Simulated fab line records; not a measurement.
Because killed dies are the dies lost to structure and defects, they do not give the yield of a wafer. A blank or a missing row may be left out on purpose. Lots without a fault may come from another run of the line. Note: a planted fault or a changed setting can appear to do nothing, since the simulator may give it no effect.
Lot-split experiment	flow gf180mcu	5 lots, 23 wafers read, on a route of 602 steps

== THE SPLIT ==
At GF_V2_COAT_09 (resist thk 1000 nm), the setting resist-thk-nm was moved away from the recipe's 1000 nm on 9 of the 23 wafers read, by -5.5% to +4.4%. For the rest of the wafers, this setting stayed at what the recipe calls for.

== FROM THE SPLIT TO THE READING: what the file shows between them, 2 steps ==
- GF_V2_ETCH_16: etches BARC in N2/H2 (also split here: ion-energy-ev)
- GF_V2_ETCH_17: etches SiO2 in C4F8/O2/Ar, stops on TiN, target depth 630 nm

== THE READING ==
oes-product-au, in a.u., at GF_V2_STRIP_18 (strips in O2/N2). On this fab line, fault-free wafers typically give 0.592 a.u. with a standard deviation of 0.0048 a.u.

wafer	tool, chamber at the split	resist-thk-nm as run, nm	against the recipe	oes-product-au, a.u.	against lot-mates on the recipe
L076.1	litho-track-01, 0	1000	recipe	0.594	-
L076.5	litho-track-01, 0	1000	recipe	0.585	-
L076.6	litho-track-01, 0	1000	recipe	0.589	-
L078.1	litho-track-04, 0	1025	+2.5%	0.602	+0.009
L078.2	litho-track-04, 0	1000	recipe	0.589	-
L078.4	litho-track-04, 0	1025	+2.5%	0.604	+0.011
L078.5	litho-track-04, 0	1000	recipe	0.596	-
L078.6	litho-track-04, 0	1000	recipe	0.594	-
L082.1	litho-track-04, 0	982.8	-1.7%	0.583	-0.010
L082.2	litho-track-04, 0	1000	recipe	0.590	-
L082.3	litho-track-04, 0	982.8	-1.7%	0.591	-0.002
L082.4	litho-track-04, 0	1000	recipe	0.597	-
L082.5	litho-track-04, 0	1000	recipe	0.593	-
L083.2	litho-track-01, 0	1000	recipe	0.600	-
L083.3	litho-track-01, 0	945.4	-5.5%	0.579	-0.016
L083.4	litho-track-01, 0	1000	recipe	0.588	-
L083.5	litho-track-01, 0	945.4	-5.5%	0.575	-0.020
L083.6	litho-track-01, 0	1000	recipe	0.598	-
L084.2	litho-track-03, 0	1044	+4.4%	0.616	+0.023
L084.3	litho-track-03, 0	1000	recipe	0.590	-
L084.4	litho-track-03, 0	1044	+4.4%	0.604	+0.011
L084.5	litho-track-03, 0	1044	+4.4%	0.609	+0.016
L084.6	litho-track-03, 0	1000	recipe	0.595	-

FIT RESULTS
A straight line over all 23 wafers: oes-product-au changes by +0.00341 a.u. for each +1% of resist-thk-nm; r = +0.90; the points scatter about the line by 0.0043 a.u.
The same after taking each lot's own level away (the mean of its wafers on the recipe; 23 wafers): +0.00365 a.u. for each +1%; r = +0.92; scatter 0.0038 a.u.
Per that fit: largest resist-thk-nm move, reading shift of 0.02 a.u.
The lots' own levels span 0.5893 to 0.5953 a.u., that is 1.3 times the standard deviation above.
The two slopes are in agreement: the lot-to-lot level therefore moves the slope only a little.
Check: with one of the wafers moved furthest among these (-5.5%) left out of the fit, the line predicts -0.0208 a.u. for it against its lot-mates. Against them it came out at -0.0163 a.u.

== OTHER SPLITS APPLIED TO THESE WAFERS ==
Before the reading, these wafers also passed through other splits. Each is held against what the fit with the lots' levels taken away leaves over:
other split on the same wafers	wafers away from the commonest value	r with oes-product-au (lot level and that fit taken away)
GF_M2_COAT_09 resist-thk-nm	7	+0.15
GF_V2_ETCH_16 ion-energy-ev	11	-0.07

== THE WHOLE CHAIN: every reading that the file lists as answering this split, in the file's order ==
step	what it does	reading	change (the file's fit)	r (the file's)
GF_V2_COAT_09	resist thk 1000 nm	KrF_of_V2_COAT_09.thk-nm (the simulator's own value, which no gauge read)	+9.99 nm for each +1% of the setting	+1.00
GF_V2_STRIP_18	strips in O2/N2	oes-product-au	+0.0036 a.u. for each +1% of the setting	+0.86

== THE FILE'S OWN FIT ==
oes-product-au changes by +0.0036 a.u. for each +1% of resist-thk-nm, r = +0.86.
